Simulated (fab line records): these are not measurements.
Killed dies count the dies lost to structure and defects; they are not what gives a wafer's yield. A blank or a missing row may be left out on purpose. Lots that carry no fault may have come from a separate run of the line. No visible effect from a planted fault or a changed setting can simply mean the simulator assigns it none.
What tool caused it? | flow sky130 | 13 lots with 39 wafers sampled at 4 steps, on a route of 708 steps

WHAT EACH GAUGE READ, for each wafer
SKY_PASSIVATION_THK_MEAS_03.
lot  | measured     | on           | PASSIVATION_CVD_02_THK (nm)
L830 | day 44 03:13 | filmMetro-02 | 544 541 540
L831 | day 44 10:30 | filmMetro-02 | 555 540 543
L835 | day 45 14:28 | filmMetro-02 | 523 533 541
L836 | day 45 18:10 | filmMetro-02 | 532 531 535
L842 | day 47 12:58 | filmMetro-04 | 542 544 540
L843 | day 47 16:01 | filmMetro-02 | 530 544 549
L846 | day 48 07:11 | filmMetro-04 | 546 551 551
L847 | day 48 08:22 | filmMetro-04 | 537 547 545
L848 | day 48 23:01 | filmMetro-04 | 533 546 544
L850 | day 49 03:33 | filmMetro-03 | 540 531 537
L851 | day 49 17:46 | filmMetro-04 | 545 528 548
L852 | day 49 21:12 | filmMetro-04 | 530 536 543
L853 | day 50 02:12 | filmMetro-04 | 533 548 547

EACH LOT AND THE TOOL THAT RAN IT (in order: tool; ch and the chambers of the sampled wafers; start)
lot  | SKY_METAL1_SPUTTER_00       | SKY_VIA4_SPUTTER_17         | SKY_METAL5_SPUTTER_01
L830 | pvdSputter-04, day 31 16:49 | pvdSputter-02, day 43 02:13 | pvdSputter-04, day 43 02:55
L831 | pvdSputter-04, day 32 01:53 | pvdSputter-04, day 43 09:17 | pvdSputter-02, day 43 10:01
L835 | pvdSputter-01, day 33 15:07 | pvdSputter-04, day 44 15:00 | pvdSputter-03, day 44 15:43
L836 | pvdSputter-01, day 33 18:17 | pvdSputter-04, day 44 18:46 | pvdSputter-04, day 44 19:29
L842 | pvdSputter-04, day 35 23:47 | pvdSputter-04, day 46 14:26 | pvdSputter-04, day 46 15:12
L843 | pvdSputter-03, day 36 01:58 | pvdSputter-02, day 46 18:18 | pvdSputter-04, day 46 19:01
L846 | pvdSputter-04, day 37 02:55 | pvdSputter-01, day 47 09:48 | pvdSputter-03, day 47 10:42
L847 | pvdSputter-03, day 37 03:17 | pvdSputter-01, day 47 11:07 | pvdSputter-04, day 47 12:01
L848 | pvdSputter-03, day 37 20:28 | pvdSputter-04, day 48 01:41 | pvdSputter-04, day 48 02:24
L850 | pvdSputter-03, day 38 03:05 | pvdSputter-01, day 48 07:03 | pvdSputter-03, day 48 07:46
L851 | pvdSputter-01, day 38 21:53 | pvdSputter-01, day 48 20:51 | pvdSputter-04, day 48 21:49
L852 | pvdSputter-01, day 39 05:40 | pvdSputter-02, day 49 01:05 | pvdSputter-02, day 49 02:15
L853 | pvdSputter-04, day 39 13:41 | pvdSputter-01, day 49 08:12 | pvdSputter-03, day 49 08:55
- SKY_METAL1_SPUTTER_00: material Ti, target thk 15 nm, time 10 s.
- SKY_VIA4_SPUTTER_17: material TiN, target thk 20 nm, time 80 s.
- SKY_METAL5_SPUTTER_01: material TiN, target thk 20 nm, time 16.7 s.

WHAT THE TOOLS THEMSELVES READ (means of the sampled wafers that have a number; where no wafer has one, the mark that the record gives instead)
SKY_METAL1_SPUTTER_00.
lot  | tool          | throttleValvePct (%)
L830 | pvdSputter-04 | 29.9
L831 | pvdSputter-04 | 29.7
L835 | pvdSputter-01 | 30.1
L836 | pvdSputter-01 | 30.1
L842 | pvdSputter-04 | 30.0
L843 | pvdSputter-03 | 29.3
L846 | pvdSputter-04 | 29.3
L847 | pvdSputter-03 | 30.1
L848 | pvdSputter-03 | 30.6
L850 | pvdSputter-03 | 29.6
L851 | pvdSputter-01 | 29.5
L852 | pvdSputter-01 | 30.1
L853 | pvdSputter-04 | 29.6

SKY_VIA4_SPUTTER_17.
lot  | tool          | throttleValvePct (%)
L830 | pvdSputter-02 | 29.4
L831 | pvdSputter-04 | 29.4
L835 | pvdSputter-04 | 29.6
L836 | pvdSputter-04 | 29.7
L842 | pvdSputter-04 | 29.7
L843 | pvdSputter-02 | 29.5
L846 | pvdSputter-01 | 29.5
L847 | pvdSputter-01 | 29.9
L848 | pvdSputter-04 | 29.6
L850 | pvdSputter-01 | 30.2
L851 | pvdSputter-01 | 29.5
L852 | pvdSputter-02 | 30.0
L853 | pvdSputter-01 | 29.7

SKY_METAL5_SPUTTER_01.
lot  | tool          | throttleValvePct (%)
L830 | pvdSputter-04 | 29.7
L831 | pvdSputter-02 | 29.6
L835 | pvdSputter-03 | 30.5
L836 | pvdSputter-04 | 29.9
L842 | pvdSputter-04 | 30.3
L843 | pvdSputter-04 | 29.5
L846 | pvdSputter-03 | 29.8
L847 | pvdSputter-04 | 30.0
L848 | pvdSputter-04 | 29.9
L850 | pvdSputter-03 | 30.4
L851 | pvdSputter-04 | 30.3
L852 | pvdSputter-02 | 30.6
L853 | pvdSputter-03 | 30.4

THE ANSWER, worked out from the rows above alone
Rule: what is usual is taken from the lots themselves. The widest of any qualifying gaps counts: lots, ordered by their means at a reading, are off when they make up no more than a third of the lots, leave a main group of 4 or more, and stand apart from it by 3 or more times the standard deviation of that group's means. A main group is skipped when, at the precision printed for the reading in the tables above, its means are all equal. A lot without any number at a reading at which 4 lots or more have one is off too. The other lots that the step has rows for count as sound. After the gauges, taken in route order, come the tools' own readings; for these a lot's mean is taken, as printed above. At the first step where some lot is off, the reading lying furthest off is the one used; lots without a number count as furthest.
None of the lots is off at any reading shown; this tells nothing.

WHAT THE SIMULATOR PUT IN
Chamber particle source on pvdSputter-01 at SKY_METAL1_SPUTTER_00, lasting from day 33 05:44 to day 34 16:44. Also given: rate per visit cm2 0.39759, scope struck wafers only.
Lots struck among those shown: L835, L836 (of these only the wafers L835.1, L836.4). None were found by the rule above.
